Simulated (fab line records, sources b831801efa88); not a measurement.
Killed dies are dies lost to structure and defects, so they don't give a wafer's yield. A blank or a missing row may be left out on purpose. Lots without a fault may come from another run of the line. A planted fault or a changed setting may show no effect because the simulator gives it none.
One fault seen from 2 desks | flow sfq_line | each desk has only its own numbers; what lay behind them comes last

THE TOOL OWNER'S DESK: rie_metal-04
The tool's own readings at SFQ_TRILAYER_M4_ETCH_METAL_ETCH_096 (etches Nb in Cl2/Ar, stops on SiO2, target depth 240 nm, time 120 s): means of the sampled wafers that have a number, for each lot that ran on this tool. A lot is out of limits, marked OUT, if its mean lies more than 4 standard deviations from the usual mean; the brackets give that distance.
Columns: A = bias_w at SFQ_TRILAYER_M4_ETCH_METAL_ETCH_096, usual 79.98 W; B = chamber_pressure_mTorr at SFQ_TRILAYER_M4_ETCH_METAL_ETCH_096, usual 10.001 mTorr; C = drypump_motor_current_A at SFQ_TRILAYER_M4_ETCH_METAL_ETCH_096, usual 5.97 A; D = oes_product_au at SFQ_TRILAYER_M4_ETCH_METAL_ETCH_096, usual 0.894 a.u.
lot  | first seen here | A     | B      | C    | D
L117 | day 42 14:42    | 79.89 | 10.006 | 6.00 | 0.897
This desk's finding: nothing out of limits on the one lot.

THE METROLOGY DESK
What the gauges read, lot by lot, whatever tool the lot ran on: means of the sampled wafers that have a number. A lot is out of limits, marked OUT, if its mean lies more than 4 standard deviations from the usual mean; the brackets give that distance.
Columns: A = M4_NB_RS at SFQ_M4_RS_MEAS_924, usual 0.890 ohm/sq; B = M4_OVL at SFQ_M4_OVL_MEAS_926, usual 0 nm; C = I4_BOW at SFQ_I4_BOW_MEAS_927, usual 4 um; D = I4_OVL at SFQ_I4_OVL_MEAS_928, usual 1 nm; E = JJ_NB_RS at SFQ_JJ_RS_MEAS_929, usual 1.053 ohm/sq; F = M8_BOW at SFQ_M8_BOW_MEAS_951, usual 10 um
lot  | first seen here | A     | B   | C   | D  | E     | F
L101 | day 34 13:00    | 0.886 | 0   | 6   | -3 | 1.050 | 18
L102 | day 34 23:22    | 0.897 | -1  | 14  | -6 | 1.053 | 22
L113 | day 39 02:41    | 0.890 | 6   | 7   | 0  | 1.055 | 13
L116 | day 40 13:38    | 0.888 | 4   | 3   | -1 | 1.059 | -1
L117 | day 40 16:04    | 0.884 | -10 | -12 | 4  | 1.069 | 0
L119 | day 41 02:49    | 0.900 | -6  | -9  | -3 | 1.043 | -13
This desk's finding: nothing out of limits on any of the 6 lots.

PUT TOGETHER
The tool owner's desk saw nothing out of limits.
The metrology desk saw nothing out of limits.

WHAT THE SIMULATOR HAD PUT IN
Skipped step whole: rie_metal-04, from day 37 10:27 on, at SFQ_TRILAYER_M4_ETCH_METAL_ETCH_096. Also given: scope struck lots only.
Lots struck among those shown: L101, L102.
